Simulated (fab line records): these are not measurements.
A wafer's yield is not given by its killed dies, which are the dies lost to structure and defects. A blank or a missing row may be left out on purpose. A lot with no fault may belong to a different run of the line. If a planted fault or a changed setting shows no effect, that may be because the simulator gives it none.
Split-lot trial | flow sfqLine | 23 wafers read across 5 lots, on a route 325 steps long

## SPLIT DETAILS
At SFQ_TRILAYER_M2_LITHO_PEB_060 (peb time 60 s), the setting pebTempC was moved away from the recipe's 115 C on 8 of the 23 wafers read, by -3.0% to +1.0%. All remaining wafers had this setting at the recipe value.

## SPLIT TO READING: what lies between them in the file, 1 step
- SFQ_TRILAYER_M2_LITHO_DEVELOP_059: time 60 s

## THE READING
M2.cdNm (the simulator's own value, which no gauge read), in nm, at SFQ_TRILAYER_M2_BARC_OPEN_METAL_ETCH_077 (etches BARC in O2, target depth 125 nm, time 41.7 s). The file gives no usual value for it. Across the 15 wafers here that went through the recipe, the average is 500.4 nm and the standard deviation 1.3 nm.

wafer  | tool, chamber at the split | pebTempC as run, C | against the recipe | M2.cdNm, nm | against lot-mates on the recipe
L076.2 | lithoTrack-04, 0           | 113.3              | -1.5%              | 533.2       | +32.9
L076.3 | lithoTrack-04, 0           | 115                | recipe             | 500.3       | -
L076.4 | lithoTrack-04, 0           | 113.3              | -1.5%              | 532.5       | +32.1
L076.5 | lithoTrack-04, 0           | 115                | recipe             | 500.4       | -
L076.6 | lithoTrack-04, 0           | 113.3              | -1.5%              | 532.2       | +31.9
L077.1 | lithoTrack-03, 0           | 111.6              | -3.0%              | 570.9       | +71.7
L077.2 | lithoTrack-03, 0           | 115                | recipe             | 498.5       | -
L077.3 | lithoTrack-03, 0           | 115                | recipe             | 499.5       | -
L077.4 | lithoTrack-03, 0           | 115                | recipe             | 499.5       | -
L077.6 | lithoTrack-03, 0           | 111.6              | -3.0%              | 570.6       | +71.4
L079.2 | lithoTrack-04, 0           | 115                | recipe             | 501.2       | -
L079.4 | lithoTrack-04, 0           | 115                | recipe             | 500.9       | -
L079.6 | lithoTrack-04, 0           | 115                | recipe             | 501.2       | -
L082.1 | lithoTrack-04, 0           | 115                | recipe             | 502         | -
L082.3 | lithoTrack-04, 0           | 115                | recipe             | 500.8       | -
L082.4 | lithoTrack-04, 0           | 115                | recipe             | 501.8       | -
L082.5 | lithoTrack-04, 0           | 115                | recipe             | 502.7       | -
L082.6 | lithoTrack-04, 0           | 115                | recipe             | 500.6       | -
L084.1 | lithoTrack-04, 0           | 116.2              | +1.0%              | 478.3       | -20.3
L084.2 | lithoTrack-04, 0           | 115                | recipe             | 498         | -
L084.3 | lithoTrack-04, 0           | 115                | recipe             | 499.2       | -
L084.4 | lithoTrack-04, 0           | 116.2              | +1.0%              | 478         | -20.6
L084.5 | lithoTrack-04, 0           | 116.2              | +1.0%              | 477.1       | -21.5

FIT RESULTS
A straight line over all 23 wafers: M2.cdNm changes by -23 nm for each +1% of pebTempC; r = -1.00; the points scatter about the line by 1.6 nm.
The same after taking each lot's own level away (the mean of its wafers on the recipe; 23 wafers): -23 nm for each +1%; r = -1.00; scatter 1.8 nm.
That fit puts the effect of the largest move of pebTempC on the reading at 68 nm.
The span of the lots' own levels, 498.60 to 501.58 nm, comes to 2.4 times the standard deviation stated above.
The two slopes are in agreement: the lot-to-lot level therefore moves the slope only a little.
Check: +67 nm against its lot-mates is what the line predicts for one of the wafers moved furthest among these (-3.0%) when that wafer is left out of the fit. It came out at +71.7 nm against them.

## OTHER SPLITS ON THESE WAFERS
Note: prior to the reading, these wafers also went through further splits. Each is held against what the fit with the lots' levels taken away leaves over:
other split on the same wafers                 | wafers away from the commonest value | r with M2.cdNm (lot level and that fit taken away)
SFQ_TRILAYER_INCOMING_OXIDATION_002 oxTimeS    | 15                                   | +0.29
SFQ_TRILAYER_M0_LITHO_COAT_026 resistThkNm     | 7                                    | +0.52
SFQ_TRILAYER_M0_LITHO_PEB_024 pebTimeS         | 9                                    | +0.21
SFQ_TRILAYER_I0_DEP_PECVD_027 timeS            | 10                                   | -0.06
SFQ_TRILAYER_I0_VIA_LITHO_COAT_036 resistThkNm | 9                                    | -0.19
SFQ_TRILAYER_M1_LITHO_COAT_044 resistThkNm     | 11                                   | +0.30
SFQ_TRILAYER_M1_ETCH_METAL_ETCH_042 timeS      | 7                                    | +0.38
SFQ_TRILAYER_I1_VIA_LITHO_EXPOSE_050 doseMj    | 9                                    | +0.06
SFQ_TRILAYER_M2_LITHO_COAT_057 spinRpm         | 8                                    | +0.32

## FILE'S OWN FIT
M2.cdNm changes by -23.4 nm for each +1% of pebTempC, r = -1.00.
